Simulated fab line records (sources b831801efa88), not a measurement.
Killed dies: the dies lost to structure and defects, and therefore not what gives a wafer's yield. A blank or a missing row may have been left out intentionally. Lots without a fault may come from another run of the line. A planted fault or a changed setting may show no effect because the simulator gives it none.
A single fault, viewed from 2 desks || flow sky130 || numbers are kept per desk, each desk with only its own; the story behind them comes last

== DESK OF THE TOOL OWNER: pvdSputter-01 ==
The tool's own readings at SKY_METAL3_SPUTTER_00 (material Ti, target thk 15 nm, time 10 s): means of the sampled wafers that have a number, for each lot that ran on this tool. The brackets show how far a lot's mean lies from the usual mean; more than 4 standard deviations puts the lot out of limits, marked OUT.
Columns: A = cathodeDcPowerW at SKY_METAL3_SPUTTER_00, usual 3000.0 W; B = throttleValvePct at SKY_METAL3_SPUTTER_00, usual 30.2 %
{"lot": "L325", "first seen here": "day 36 08:22", "A": 2999.6, "B": 29.1}
{"lot": "L326", "first seen here": "day 36 12:23", "A": 2999.9, "B": 30.5}
{"lot": "L327", "first seen here": "day 37 03:44", "A": 3000.2, "B": 30.0}
{"lot": "L329", "first seen here": "day 37 17:48", "A": 2999.8, "B": 30.0}
{"lot": "L334", "first seen here": "day 39 10:42", "A": "3581.0 (+99 or more) OUT", "B": 31.3}
{"lot": "L337", "first seen here": "day 40 15:59", "A": "3581.0 (+99 or more) OUT", "B": 30.5}
This desk's finding: out of limits on L334, L337; first on L334, day 39 10:42 (cathodeDcPowerW at SKY_METAL3_SPUTTER_00). Within limits: L325, L326, L327, L329.

== THE METROLOGY DESK ==
What the gauges read for every lot (on any tool): the sampled wafers with a number, averaged. The brackets show how far a lot's mean lies from the usual mean; more than 4 standard deviations puts the lot out of limits, marked OUT.
Columns: A = VIA2_W_THK at SKY_VIA2_THK_MEAS_23, usual 416 nm
{"lot": "L325", "first seen here": "day 36 07:59", "A": 426}
{"lot": "L326", "first seen here": "day 36 12:01", "A": 409}
{"lot": "L327", "first seen here": "day 37 03:22", "A": 417}
{"lot": "L329", "first seen here": "day 37 17:26", "A": 412}
{"lot": "L331", "first seen here": "day 38 13:38", "A": 417}
{"lot": "L332", "first seen here": "day 39 03:13", "A": 421}
{"lot": "L334", "first seen here": "day 39 10:22", "A": 421}
{"lot": "L337", "first seen here": "day 40 15:39", "A": 415}
{"lot": "L341", "first seen here": "day 41 11:05", "A": 416}
{"lot": "L343", "first seen here": "day 42 02:57", "A": 417}
{"lot": "L346", "first seen here": "day 42 17:35", "A": 412}
{"lot": "L347", "first seen here": "day 43 05:46", "A": 427}
This desk's verdict: no lot among the 12 shows anything out of limits.

== PUT TOGETHER ==
The tool owner's desk had the chance to raise an alarm at day 39 10:42 on L334, L337.
At the metrology desk, nothing out of limits was observed.
The metrology desk has L334, L337 on record, within its limits.
Every lot named ran SKY_METAL3_SPUTTER_00 on pvdSputter-01.

== WHAT THE SIMULATOR PUT IN ==
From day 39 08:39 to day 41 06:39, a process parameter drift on pvdSputter-01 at SKY_METAL3_SPUTTER_00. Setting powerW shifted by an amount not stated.
Lots struck among those shown: L334, L337.
How many hours passed from the start of the fault until each desk's first out-of-limits reading: the tool owner's desk, 2.
